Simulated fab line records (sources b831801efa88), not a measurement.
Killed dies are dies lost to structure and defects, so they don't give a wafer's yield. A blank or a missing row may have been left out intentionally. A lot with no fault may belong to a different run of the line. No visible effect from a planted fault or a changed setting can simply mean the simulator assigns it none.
A sampling plan put to the test / flow gf180mcu / one line in one fab, 10 faults in these records, each fault weighed on the records of the lots it struck
The plan is the line's own looks: the steps of the route at which a gauge or an inspection reads the wafer and doesn't change it. A look can be judged if struck wafers have a number there and the file gives its usual mean and standard deviation on fault-free wafers. Caught: at a look after the fault's first step, the mean of the struck wafers lies 4 or more of those standard deviations (sigma) from the usual mean. On the tool: the fault's steps, tested the same way using the tool's own readings. Also counted as caught: the struck wafers showing another recipe, or a record that is empty for them alone.

== THE FAULTS, as the simulator had put them in ==
1. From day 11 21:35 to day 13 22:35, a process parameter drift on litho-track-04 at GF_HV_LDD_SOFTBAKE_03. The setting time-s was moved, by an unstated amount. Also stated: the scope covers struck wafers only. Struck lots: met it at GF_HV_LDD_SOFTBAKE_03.
2. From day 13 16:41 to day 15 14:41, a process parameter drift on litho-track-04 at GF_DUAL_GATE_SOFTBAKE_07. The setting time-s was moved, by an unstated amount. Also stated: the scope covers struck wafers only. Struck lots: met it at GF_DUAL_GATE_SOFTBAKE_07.
3. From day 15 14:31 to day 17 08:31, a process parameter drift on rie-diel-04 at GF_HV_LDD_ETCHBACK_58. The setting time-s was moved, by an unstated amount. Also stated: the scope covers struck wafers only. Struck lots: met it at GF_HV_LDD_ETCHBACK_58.
4. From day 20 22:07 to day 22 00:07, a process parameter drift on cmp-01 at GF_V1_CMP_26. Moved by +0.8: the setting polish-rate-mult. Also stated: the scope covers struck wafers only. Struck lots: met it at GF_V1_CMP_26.
5. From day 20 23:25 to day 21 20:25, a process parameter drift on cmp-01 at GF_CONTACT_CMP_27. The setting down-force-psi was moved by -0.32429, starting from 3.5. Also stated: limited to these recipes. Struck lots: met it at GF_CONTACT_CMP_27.
6. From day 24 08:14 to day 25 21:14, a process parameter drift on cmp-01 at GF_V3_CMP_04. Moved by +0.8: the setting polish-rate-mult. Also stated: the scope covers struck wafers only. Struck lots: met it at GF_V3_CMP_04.
7. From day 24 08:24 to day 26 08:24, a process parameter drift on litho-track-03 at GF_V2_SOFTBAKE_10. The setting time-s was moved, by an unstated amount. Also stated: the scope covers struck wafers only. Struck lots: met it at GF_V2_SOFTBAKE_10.
8. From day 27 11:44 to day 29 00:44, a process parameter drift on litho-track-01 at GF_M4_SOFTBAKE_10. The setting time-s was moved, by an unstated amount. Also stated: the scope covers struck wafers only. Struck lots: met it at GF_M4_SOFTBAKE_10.
9. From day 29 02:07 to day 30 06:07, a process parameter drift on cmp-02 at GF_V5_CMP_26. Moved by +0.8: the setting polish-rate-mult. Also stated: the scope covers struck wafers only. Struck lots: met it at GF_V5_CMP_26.
10. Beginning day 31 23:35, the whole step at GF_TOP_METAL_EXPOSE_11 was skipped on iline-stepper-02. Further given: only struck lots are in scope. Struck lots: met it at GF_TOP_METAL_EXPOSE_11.

== WHAT THE PLAN SAW ==
fault=1; on the tool itself=run-length-s +29 sigma; first look that catches it=not the one look that can be judged after it; reading, sigma=-; median hours from its first step to that look=-; hours from the fault's start to the first struck lot there=-; judged looks passed uncaught=1
fault=2; on the tool itself=run-length-s +30 sigma; first look that catches it=no look after it can be judged; reading, sigma=-; median hours from its first step to that look=-; hours from the fault's start to the first struck lot there=-; judged looks passed uncaught=0
fault=3; on the tool itself=run-length-s -21 sigma; first look that catches it=no look after it can be judged; reading, sigma=-; median hours from its first step to that look=-; hours from the fault's start to the first struck lot there=-; judged looks passed uncaught=0
fault=4; on the tool itself=time-to-endpoint-s -12 sigma; first look that catches it=no look after it can be judged; reading, sigma=-; median hours from its first step to that look=-; hours from the fault's start to the first struck lot there=-; judged looks passed uncaught=0
fault=5; on the tool itself=head-pressure-psi -40 sigma; first look that catches it=no look after it can be judged; reading, sigma=-; median hours from its first step to that look=-; hours from the fault's start to the first struck lot there=-; judged looks passed uncaught=0
fault=6; on the tool itself=time-to-endpoint-s -7.6 sigma; first look that catches it=not the one look that can be judged after it; reading, sigma=-; median hours from its first step to that look=-; hours from the fault's start to the first struck lot there=-; judged looks passed uncaught=1
fault=7; on the tool itself=run-length-s +34 sigma; first look that catches it=no look after it can be judged; reading, sigma=-; median hours from its first step to that look=-; hours from the fault's start to the first struck lot there=-; judged looks passed uncaught=0
fault=8; on the tool itself=heater-power-total-W +37 sigma; first look that catches it=no look after it can be judged; reading, sigma=-; median hours from its first step to that look=-; hours from the fault's start to the first struck lot there=-; judged looks passed uncaught=0
fault=9; on the tool itself=time-to-endpoint-s -14 sigma; first look that catches it=no look after it can be judged; reading, sigma=-; median hours from its first step to that look=-; hours from the fault's start to the first struck lot there=-; judged looks passed uncaught=0
fault=10; on the tool itself=no reading that can be judged; first look that catches it=no look after it can be judged; reading, sigma=-; median hours from its first step to that look=-; hours from the fault's start to the first struck lot there=-; judged looks passed uncaught=0
A dash: the fault isn't caught, or these records don't give the number.

Caught at a look: 0 of 10. Caught on the tool: 9 of 10. By one or the other: 9 of 10.
Caught on the tool alone: faults 1, 2, 3, 4, 5, 6, 7, 8, 9.
Caught by neither: fault 10.
